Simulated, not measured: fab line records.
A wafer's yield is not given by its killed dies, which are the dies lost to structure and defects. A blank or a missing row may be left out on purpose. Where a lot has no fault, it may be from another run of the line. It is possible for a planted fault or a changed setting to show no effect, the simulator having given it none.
A struck lot beside a sound one / flow sky130 / 15 out of 708 route steps
Sound: wafers L696.3, L696.4, L696.6. Wafers L698.2, L698.4, L698.5 were the ones struck. The cause is given at the end.
For every step that has rows: the tool of each side, followed by ch and its chambers, followed by its first start. Under that, the readings that differ: sound wafers / struck wafers / difference of the means / sigmas: that difference in standard deviations of wafers without a fault.
alike: same words and numbers on both sides, and readings whose means sit less than 2 such deviations apart. not compared: any withheld reading, any reading some wafer has no value for, any bound like >300 that may hide the same value, and any number with overlapping values for which the record gives no deviation.
The two part at a step that has a row with sigmas, a row that says differs or no value, or rows on one side only. Numbers that don't overlap but have no deviation are shown without sigmas and don't part them. Lack of a reading on every wafer of one side parts them only where that side has two or more wafers.

SKY_VIA3_BOW_MEAS_03:
  sound on film_metro-02, day 39 09:47; struck on film_metro-02, day 39 21:02
  alike: VIA3_BOW
then, 8 steps without rows for these wafers: SKY_VIA3_DEHYDRATE_04 (time 60 s); SKY_VIA3_HMDS_05 (prime time 60 s); SKY_VIA3_COAT_06 (resist thk 60 nm); SKY_VIA3_COAT_07 (resist thk 450 nm); SKY_VIA3_SOFTBAKE_08 (time 90 s); SKY_VIA3_EXPOSE_09 (exposes mask VIM3, target cd 200 nm); SKY_VIA3_PEB_10; SKY_VIA3_DEVELOP_11 (develop time 60 s).
SKY_VIA3_CD_MEAS_12 targets a cd of 200 nm.
  sound on cd_sem-01, day 40 11:10; struck on cd_sem-02, day 40 21:39
  alike: cd_nm
SKY_VIA3_OVL_MEAS_13:
  sound on overlay-01, day 40 11:16; struck on overlay-02, day 40 21:46
reading=VIA3_OVL (nm); sound=9 9 1; struck=-2 -6 -7; difference=-11; sigmas=-2
SKY_VIA3_ETCH_14: etches BARC in N2/H2, stops on SiO2, time 45.9 s, target depth 60 nm.
  sound on rie_diel-02 ch 0,1,2, day 40 11:17; struck on rie_diel-03 ch 0,1,3, day 40 21:47
  alike: bias_w, chamber_pressure_mTorr, drypump_motor_current_A, oes_product_au, throttle_valve_pct
  not compared: rf_hours_counter_h
SKY_VIA3_ETCH_15: etches SiO2 in C4F8/O2/Ar, stops on TiN, target depth 507 nm, time 78 s.
  sound on rie_diel-02 ch 0,1,2, day 40 11:20; struck on rie_diel-03 ch 0,1,3, day 40 21:50
  no value came back on the struck wafers for bias_w (W), chamber_pressure_mTorr (mTorr), oes_product_au (a.u.); on the sound wafers bias_w (W) reads 1201 1202 1197
reading=model.KrF-thick_of_VIA3_COAT_07.thk_nm (nm); sound=288.4 291.2 296.6; struck=391.8 391 390.5; difference=+99.0; sigmas=
  not compared: rf_hours_counter_h, model.VIA3.cd_nm
SKY_VIA3_STRIP_16: strips in O2/N2.
  sound on plasma_asher-03 ch 0,1, day 40 11:25; struck on plasma_asher-01 ch 0,1, day 40 21:53
reading=oes_product_au (a.u.); sound=0.400 0.403 0.412; struck=0.450 0.450 0.436; difference=+0.040; sigmas=+8
reading=strip_time_to_endpoint_s (s); sound=4.09 4.13 4.19; struck=5.19 5.20 5.18; difference=+1.05; sigmas=+30
  alike: drypump_motor_current_A
  not compared: rf_hours_counter_h
then, 1 step without rows for these wafers: SKY_VIA3_STRIP_17 (strips in post etch residue remover, time 1200 s).

## WHERE THEY PART
Last at SKY_VIA3_STRIP_16 as far as this record goes, first at SKY_VIA3_OVL_MEAS_13.

WHY: whatever the simulator had introduced
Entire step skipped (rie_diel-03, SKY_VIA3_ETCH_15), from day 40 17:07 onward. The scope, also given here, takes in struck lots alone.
